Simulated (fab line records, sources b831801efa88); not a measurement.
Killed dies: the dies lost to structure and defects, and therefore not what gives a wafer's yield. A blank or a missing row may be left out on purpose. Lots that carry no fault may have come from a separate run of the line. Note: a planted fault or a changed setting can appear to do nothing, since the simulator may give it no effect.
A lot that was struck, set against a sound lot	flow sky130	15 steps out of a route of 708
Sound: wafers L793.1, L793.4, L793.5. The struck wafers were L791.3, L791.4, L791.5. The cause comes at the end.
Order at every step that has rows: each side's tool, ch and its chambers, its first start. Under that, the readings that differ: sound wafers	struck wafers	difference of the means	sigmas: that difference in standard deviations of wafers without a fault.
alike: readings with means less than 2 such deviations apart, plus words and numbers identical on both sides. not compared: withheld readings, readings lacking a value on some wafer, bounds such as >300 that could conceal the same value, and numbers that have no deviation in the record and whose values overlap.
Wherever a step has rows on one side only, a row that says differs or no value, or a row with sigmas, the two part there. Non-overlapping numbers with no deviation appear without sigmas and do not part them. A reading missing from all wafers of one side parts the sides only when that side holds two or more wafers.

first, 8 steps without rows for these wafers: SKY_CONTACT_DEHYDRATE_06 (time 60 s); SKY_CONTACT_HMDS_07 (prime time 60 s); SKY_CONTACT_COAT_08 (resist thk 60 nm); SKY_CONTACT_COAT_09 (resist thk 450 nm); SKY_CONTACT_SOFTBAKE_10 (time 90 s); SKY_CONTACT_EXPOSE_11 (exposes mask CTM1, target cd 170 nm); SKY_CONTACT_PEB_12; SKY_CONTACT_DEVELOP_13 (develop time 60 s).
SKY_CONTACT_CD_MEAS_14 targets a cd of 170 nm.
  sound on cd-sem-01 at day 35 01:37; struck on cd-sem-01 at day 34 16:02
  alike: cd-nm
SKY_CONTACT_OVL_MEAS_15:
  sound on overlay-01 at day 35 01:44; struck on overlay-01 at day 34 16:08
  alike: CONTACT_OVL
SKY_CONTACT_ETCH_16: etches BARC in N2/H2, stops on SiO2, time 45.9 s, target depth 60 nm.
  sound on rie-diel-02 ch 2,3, day 35 01:47; struck on rie-diel-03 ch 0,2,3, day 34 16:09
reading	sound	struck	difference	sigmas
throttle-valve-pct (%)	13.206 13.201 13.214	13.229 13.226 13.231	+0.022	+3
  alike: bias-w, chamber-pressure-mTorr, drypump-motor-current-A, oes-product-au
  not compared: rf-hours-counter-h
SKY_CONTACT_ETCH_17: etches SiO2 in C4F8/O2/Ar, stops on Si3N4, target depth 340 nm.
  sound on rie-diel-02 ch 2,3, day 35 01:49; struck on rie-diel-03 ch 0,2,3, day 34 16:12
  alike: bias-w, chamber-pressure-mTorr, oes-product-au
SKY_CONTACT_ETCH_18: etches Si3N4 in CHF3/O2, stops on TiN, time 39 s, target depth 75 nm.
  sound on rie-diel-02 ch 2,3, day 35 01:00; struck on rie-diel-03 ch 0,2,3, day 34 16:00
reading	sound	struck	difference	sigmas
bias-w (W)	199.3 201.2 200.2	161.7 162.2 162.0	-38.3	-61
  alike: O2_flow_sccm, chamber-pressure-mTorr, drypump-motor-current-A, oes-product-au, throttle-valve-pct
  not compared: rf-hours-counter-h
SKY_CONTACT_STRIP_19: strips in O2/N2.
  sound on plasma-asher-02 ch 0,1, day 35 01:55; struck on plasma-asher-02 ch 0,1, day 34 16:19
  alike: chamber-pressure-mTorr, drypump-motor-current-A, oes-product-au, strip-time-to-endpoint-s
  not compared: rf-hours-counter-h
SKY_PAD_OPEN_PROBE_99:
  the record has rows for the sound wafers here (prober-01, day 48 08:36) and none for the struck ones

== WHERE THEY PART ==
First at SKY_CONTACT_ETCH_16; last, within this record, at SKY_PAD_OPEN_PROBE_99.

WHY: what the simulator had put in
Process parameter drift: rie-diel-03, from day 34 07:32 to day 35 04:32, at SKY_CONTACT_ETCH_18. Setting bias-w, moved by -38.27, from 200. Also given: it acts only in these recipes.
